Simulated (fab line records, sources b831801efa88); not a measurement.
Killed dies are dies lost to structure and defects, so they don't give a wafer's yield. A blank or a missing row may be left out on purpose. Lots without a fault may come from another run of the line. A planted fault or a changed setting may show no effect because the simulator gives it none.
Tool commonality check | flow sky130 | 11 lots, 36 wafers sampled

WHY IT WAS OPENED
At SKY_NWELL_RS_MEAS_31 the reading PWDE_RS is flagged on 1 of 11 lots. Wafers without a fault read 5274 ohm/sq, standard deviation 17.
Rule: a lot is flagged when every wafer of it that has a number lies more than 4 standard deviations from that mean, or none has a number. The other lots count as sound.

lot  | measured     | on            | PWDE_RS (ohm/sq), wafer by wafer | flag
L100 | day 5 03:56  | film_metro-04 | 5286 5263 5283                   |
L101 | day 5 16:43  | film_metro-03 | 5257 5237 5248                   |
L102 | day 6 16:05  | film_metro-03 | 5274 5248 5271                   |
L104 | day 7 04:43  | film_metro-04 | 5244 5259 5260                   |
L107 | day 7 07:47  | film_metro-04 | 5277 5297 5292                   |
L108 | day 7 12:21  | film_metro-02 | 5296 5290 5272                   |
L109 | day 7 13:25  | film_metro-02 | 5506 5501 5505 5509 5491 5505    | FLAGGED
L113 | day 8 18:32  | film_metro-02 | 5262 5261 5280                   |
L118 | day 10 13:19 | film_metro-02 | 5315 5300 5326                   |
L120 | day 10 21:02 | film_metro-03 | 5277 5263 5262                   |
L123 | day 11 08:26 | film_metro-02 | 5269 5274 5276                   |
The numbers of the flagged lots are 5503 ohm/sq on average: +229 ohm/sq against the usual, or +13 standard deviations.

WHICH TOOL RAN EACH LOT
The record holds 2 process steps before the reading, out of a route of 708 steps. In each cell: the tool, then ch and the chambers that the sampled wafers went through, then the start.
lot  | flag    | SKY_FIELD_ISO_CMP_27         | SKY_PWDE_IMPLANT_08
L100 |         | cmp-02 ch 1,2, day 2 10:10   | implanter-01 ch 0, day 3 17:49
L101 |         | cmp-02 ch 0,1,3, day 2 15:46 | implanter-02 ch 0, day 4 04:47
L102 |         | cmp-01 ch 1,2, day 3 07:49   | implanter-03 ch 0, day 5 01:48
L104 |         | cmp-02 ch 1,2, day 3 21:45   | implanter-02 ch 0, day 5 14:02
L107 |         | cmp-01 ch 1,2,3, day 4 03:35 | implanter-03 ch 0, day 5 17:31
L108 |         | cmp-01 ch 0,2, day 4 08:39   | implanter-01 ch 0, day 5 22:36
L109 | FLAGGED | cmp-02 ch 0,1,2, day 4 08:42 | implanter-02 ch 0, day 5 22:49
L113 |         | cmp-01 ch 0,2,3, day 5 09:03 | implanter-01 ch 0, day 7 01:17
L118 |         | cmp-02 ch 0,1, day 6 14:13   | implanter-01 ch 0, day 8 16:08
L120 |         | cmp-01 ch 0,2,3, day 7 04:31 | implanter-01 ch 0, day 9 00:16
L123 |         | cmp-01 ch 0,1,3, day 7 11:31 | implanter-03 ch 0, day 9 09:39
What these steps do:
- SKY_FIELD_ISO_CMP_27: polishes, stops on Si3N4, t overpolish 16 s, target thk 457.8 nm.
- SKY_PWDE_IMPLANT_08
- SKY_NWELL_RS_MEAS_31: measures by four-point-probe.

FLAGGED OVER TOTAL, TOOL BY TOOL (the gauges that took the reading come last)
step                 | tool          | lots run | flagged | share of the flagged lots | sound lots run after its first flagged lot
SKY_FIELD_ISO_CMP_27 | cmp-01        | 6        | 0       | none                      | -
SKY_FIELD_ISO_CMP_27 | cmp-02        | 5        | 1       | all                       | 1 (L118)
SKY_PWDE_IMPLANT_08  | implanter-01  | 5        | 0       | none                      | -
SKY_PWDE_IMPLANT_08  | implanter-02  | 3        | 1       | all                       | 0
SKY_PWDE_IMPLANT_08  | implanter-03  | 3        | 0       | none                      | -
SKY_NWELL_RS_MEAS_31 | film_metro-02 | 5        | 1       | all                       | 3 (L113,L118,L123)
SKY_NWELL_RS_MEAS_31 | film_metro-03 | 3        | 0       | none                      | -
SKY_NWELL_RS_MEAS_31 | film_metro-04 | 3        | 0       | none                      | -

WHAT THE TABLE ALLOWS
3 rows of the table ran every flagged lot: cmp-02 at SKY_FIELD_ISO_CMP_27, implanter-02 at SKY_PWDE_IMPLANT_08, film_metro-02 at SKY_NWELL_RS_MEAS_31.
- cmp-02 at SKY_FIELD_ISO_CMP_27: 1 of its 5 lots flagged. Sound lots ran on it after the first flagged one (L118), which a lasting fault on the whole tool wouldn't allow.
- implanter-02 at SKY_PWDE_IMPLANT_08: 1 of its 3 lots flagged. Its last sound lot is L104 (day 5 14:02), its first flagged lot L109 (day 5 22:49): a fault that began between those two fits.
- film_metro-02 at SKY_NWELL_RS_MEAS_31: 1 of its 5 lots flagged. Sound lots ran on it after the first flagged one (L113, L118, L123), which a lasting fault on the whole tool wouldn't allow.
One tool is left: implanter-02 at SKY_PWDE_IMPLANT_08.

WHAT THE SIMULATOR HAD PUT IN
Process parameter drift: implanter-02, from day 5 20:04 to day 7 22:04, at SKY_PWDE_IMPLANT_08. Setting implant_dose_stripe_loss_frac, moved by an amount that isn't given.
Lots struck among those shown: L109. The rule above found the same.
